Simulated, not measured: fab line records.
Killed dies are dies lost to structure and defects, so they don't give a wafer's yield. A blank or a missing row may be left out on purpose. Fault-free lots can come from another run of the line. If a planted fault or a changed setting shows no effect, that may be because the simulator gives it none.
2 desks, one fault -- flow sky130 -- only its own numbers are on each desk; what lay behind them is given at the end

FROM THE METROLOGY DESK
Lot by lot, what the gauges showed, no matter which tool ran the lot: averages of those sampled wafers that carry a number. A lot is out of limits, marked OUT, if its mean lies more than 4 standard deviations from the usual mean; the brackets give that distance.
Columns: A = INCOMING_BOW at SKY_FIELD_ISO_BOW_MEAS_00, usual 0 um; B = PWDE_OVL at SKY_PWDE_OVL_MEAS_07, usual 0.1 nm
lot,first seen here,A,B
L322,day 1 10:02,-7,0.5
L324,day 1 20:01,-10,0.1
L325,day 2 01:04,4,1.2
L327,day 2 11:02,-8,-0.9
L329,day 2 21:01,-3,-0.9
L331,day 3 07:00,0,-0.0
L333,day 3 17:00,3,0.4
L335,day 4 03:00,1,2.1
L337,day 4 13:01,3,0.7
L340,day 5 04:00,2,-2.2
L344,day 6 00:00,3,-0.5
L345,day 6 05:01,-7,2.0
Finding of this desk: none of the 12 lots has anything out of limits.

AT THE TOOL OWNER'S DESK: lithoTrack-02
The tool's own readings at SKY_NWELL_COAT_05 (resist thk 3000 nm): means of the sampled wafers that have a number, for each lot that ran on this tool. A lot is out of limits, marked OUT, if its mean lies more than 4 standard deviations from the usual mean; the brackets give that distance.
Columns: A = exhaustPa at SKY_NWELL_COAT_05, usual 45.2 Pa
lot,first seen here,A
L324,day 4 13:07,45.9
L333,day 6 19:14,43.6
L335,day 7 07:41,45.8
L337,day 7 16:43,44.5
L340,day 8 15:23,45.6
Finding of this desk: none of the 5 lots has anything out of limits.

BROUGHT TOGETHER
Metrology desk: nothing out of limits seen.
Nothing out of limits was seen by the tool owner's desk.

WHAT THE SIMULATOR HAD PUT IN
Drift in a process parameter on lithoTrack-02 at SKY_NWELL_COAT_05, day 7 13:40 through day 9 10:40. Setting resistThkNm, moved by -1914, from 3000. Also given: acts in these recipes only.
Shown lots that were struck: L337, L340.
